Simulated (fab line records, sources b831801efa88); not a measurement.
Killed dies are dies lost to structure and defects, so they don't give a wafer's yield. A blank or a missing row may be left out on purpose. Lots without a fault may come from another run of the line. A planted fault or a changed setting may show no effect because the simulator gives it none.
Which tool did it? | flow gf180mcu | 13 lots, 39 wafers sampled, at 5 steps of a route of 602

WHAT THE GAUGES READ, wafer by wafer
GF_HV_LDD_OVL_MEAS_20. Usual: HV_LDD_01_OVL -0.1 nm, standard deviation 1.5.
lot  | measured     | on         | HV_LDD_01_OVL (nm) | flag
L403 | day 11 03:25 | overlay-02 | 0.5 2.3 1.2        |
L404 | day 11 09:07 | overlay-02 | 1.3 0.3 -0.1       |
L406 | day 11 21:46 | overlay-01 | 1.0 -0.9 -0.2      |
L408 | day 12 13:46 | overlay-01 | -1.5 -0.5 0.0      |
L410 | day 13 07:01 | overlay-02 | -0.5 0.9 -0.2      |
L411 | day 13 17:07 | overlay-02 | 2.3 -0.4 1.9       |
L412 | day 13 22:58 | overlay-01 | 2.7 1.1 2.0        |
L413 | day 14 07:35 | overlay-02 | 0.0 0.8 0.5        |
L416 | day 15 01:22 | overlay-01 | -0.5 -1.8 -1.5     |
L417 | day 15 14:10 | overlay-01 | 0.1 -0.8 -1.9      |
L418 | day 15 16:01 | overlay-01 | 0.5 -1.5 0.1       |
L419 | day 16 03:52 | overlay-01 | -0.2 -0.9 -1.4     |
L424 | day 17 20:16 | overlay-02 | 0.9 3.7 2.2        |

GF_CONTACT_THK_MEAS_26: measures by xrf. Usual: CONTACT_W_THK 311 nm, standard deviation 3.5.
lot  | measured     | on            | CONTACT_W_THK (nm) | flag
L403 | day 16 12:05 | film_metro-02 | 313 316 313        |
L404 | day 16 21:38 | film_metro-03 | 310 317 314        |
L406 | day 17 13:20 | film_metro-03 | 316 312 307        |
L408 | day 18 06:35 | film_metro-03 | 314 310 315        |
L410 | day 19 05:17 | film_metro-03 | 307 310 307        |
L411 | day 19 17:26 | film_metro-02 | 310 308 308        |
L412 | day 19 23:02 | film_metro-02 | 312 311 316        |
L413 | day 20 07:19 | film_metro-03 | 307 307 310        |
L416 | day 21 04:48 | film_metro-02 | 314 310 316        |
L417 | day 21 19:23 | film_metro-02 | 311 310 309        |
L418 | day 21 21:26 | film_metro-02 | 312 314 315        |
L419 | day 22 08:08 | film_metro-03 | 311 311 310        |
L424 | day 24 01:43 | film_metro-03 | 311 311 313        |

WHICH TOOL RAN EACH LOT (tool, then ch and the chambers of the sampled wafers, then the start)
lot  | GF_MVPSD_COAT_02                  | GF_MVPSD_STRIP_10                    | GF_CONTACT_CVD_02
L403 | litho_track-02 ch 0, day 5 00:38  | plasma_asher-03 ch 0,1, day 5 08:35  | pecvd-04 ch 0,1,2, day 15 12:35
L404 | litho_track-04 ch 0, day 5 06:09  | plasma_asher-02 ch 0,1, day 5 14:17  | pecvd-04 ch 0,2, day 15 21:42
L406 | litho_track-03 ch 0, day 5 14:57  | plasma_asher-01 ch 0,1, day 5 22:08  | pecvd-04 ch 0,1,2, day 16 12:32
L408 | litho_track-03 ch 0, day 6 04:33  | plasma_asher-03 ch 0,1, day 6 12:26  | pecvd-03 ch 0,1,2, day 17 06:07
L410 | litho_track-03 ch 0, day 6 16:03  | plasma_asher-03 ch 1, day 7 00:47    | pecvd-03 ch 0,2, day 18 02:56
L411 | litho_track-03 ch 0, day 7 00:00  | plasma_asher-03 ch 0,1, day 7 07:56  | pecvd-04 ch 0,1,2, day 18 15:41
L412 | litho_track-02 ch 0, day 7 06:37  | plasma_asher-01 ch 0,1, day 7 14:59  | pecvd-02 ch 0,2, day 18 21:19
L413 | litho_track-03 ch 0, day 7 09:52  | plasma_asher-02 ch 0,1, day 7 18:40  | pecvd-03 ch 0,1,2, day 19 06:07
L416 | litho_track-03 ch 0, day 8 03:31  | plasma_asher-02 ch 0,1, day 8 12:44  | pecvd-02 ch 0,2, day 20 03:10
L417 | litho_track-03 ch 0, day 8 10:27  | plasma_asher-01 ch 0,1, day 8 18:29  | pecvd-02 ch 1,2, day 20 17:44
L418 | litho_track-04 ch 0, day 8 13:39  | plasma_asher-02 ch 0,1, day 8 22:29  | pecvd-02 ch 1,2, day 20 19:44
L419 | litho_track-03 ch 0, day 8 21:12  | plasma_asher-02 ch 0,1, day 9 06:50  | pecvd-03 ch 0,1,2, day 21 07:19
L424 | litho_track-04 ch 0, day 10 04:42 | plasma_asher-02 ch 0,1, day 10 14:25 | pecvd-02 ch 1,2, day 23 01:40
- GF_MVPSD_COAT_02: resist thk 3000 nm.
- GF_MVPSD_STRIP_10: strips in O2/N2.
- GF_CONTACT_CVD_02: deposits SiO2 from TEOS, target thk 860 nm, time 95.992 s.

WHAT THE TOOLS THEMSELVES READ (means of the sampled wafers that have a number; where no wafer has one, the mark that the record gives instead)
GF_MVPSD_STRIP_10. Usual: drypump_motor_current_A 5.8 A, standard deviation 0.48; heater_power_w 328 W, standard deviation 64; oes_product_au 0.722 a.u., standard deviation 0.0043; platen_temp_c 249.99 C, standard deviation 0.17; strip_time_to_endpoint_s 36.94 s, standard deviation 0.09.
lot  | tool            | drypump_motor_current_A (A) | heater_power_w (W) | oes_product_au (a.u.) | platen_temp_c (C) | strip_time_to_endpoint_s (s) | flag
L403 | plasma_asher-03 | 6.4                         | 282                | 0.722                 | 249.88            | 36.85                        |
L404 | plasma_asher-02 | 5.7                         | 325                | 0.723                 | 250.09            | 36.95                        |
L406 | plasma_asher-01 | 5.2                         | 329                | 0.720                 | 249.92            | 37.03                        |
L408 | plasma_asher-03 | 6.3                         | 289                | 0.721                 | 250.13            | 37.03                        |
L410 | plasma_asher-03 | 6.5                         | 365                | 0.724                 | 250.21            | 36.94                        |
L411 | plasma_asher-03 | 6.4                         | 328                | 0.723                 | 250.02            | 36.95                        |
L412 | plasma_asher-01 | 5.3                         | 307                | 0.725                 | 250.04            | 36.89                        |
L413 | plasma_asher-02 | 5.5                         | 372                | 0.724                 | 250.04            | 36.85                        |
L416 | plasma_asher-02 | 5.7                         | 323                | 0.725                 | 249.98            | 37.03                        |
L417 | plasma_asher-01 | 5.2                         | 326                | 0.721                 | 249.98            | 34.69                        | OFF
L418 | plasma_asher-02 | 5.6                         | 376                | 0.723                 | 249.99            | 36.87                        |
L419 | plasma_asher-02 | 5.6                         | 366                | 0.717                 | 249.87            | 34.86                        | OFF
L424 | plasma_asher-02 | 5.5                         | 372                | 0.724                 | 250.00            | 37.00                        |

GF_CONTACT_CVD_02. Usual: heater_power_w 625 W, standard deviation 99; rf_fwd_power_W 596.2 W, standard deviation 2.
lot  | tool     | heater_power_w (W) | rf_fwd_power_W (W) | flag
L403 | pecvd-04 | 636                | 597.2              |
L404 | pecvd-04 | 637                | 597.8              |
L406 | pecvd-04 | 601                | 596.8              |
L408 | pecvd-03 | 584                | 597.2              |
L410 | pecvd-03 | 530                | 596.4              |
L411 | pecvd-04 | 575                | 596.2              |
L412 | pecvd-02 | 601                | 595.2              |
L413 | pecvd-03 | 542                | 595.9              |
L416 | pecvd-02 | 588                | 594.1              |
L417 | pecvd-02 | 659                | 594.4              |
L418 | pecvd-02 | 711                | 595.9              |
L419 | pecvd-03 | 631                | 597.2              |
L424 | pecvd-02 | 723                | 593.2              |

THE ANSWER, worked out from the rows above alone
Rule: a lot is off if the mean of its wafers that have a number lies more than 3 standard deviations from the usual mean. A lot without any number at a reading at which 4 lots or more have one is off too. The other lots that the step has rows for count as sound. The gauges are gone through in route order, then the tools' own readings, and for those a lot's mean is taken as printed above. The first step at which some lot is off is used, and at that step the reading that is off furthest; a lot without a number counts as furthest.
Off: L417, L419, at GF_MVPSD_STRIP_10 (strip_time_to_endpoint_s).
A tool fits if, at that step or a process step before it, it ran every lot that is off, and no sound lot after the first of them. One fits: litho_track-03 at GF_MVPSD_COAT_02. Its last sound lot is L416 (day 8 03:31), its first lot that is off L417 (day 8 10:27): a fault that began between those two fits.

WHAT THE SIMULATOR HAD PUT IN
Process parameter drift: litho_track-03, from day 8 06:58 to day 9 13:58, at GF_MVPSD_COAT_02. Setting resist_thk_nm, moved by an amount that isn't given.
Lots struck among those shown: L417, L419. The rule above found the same.
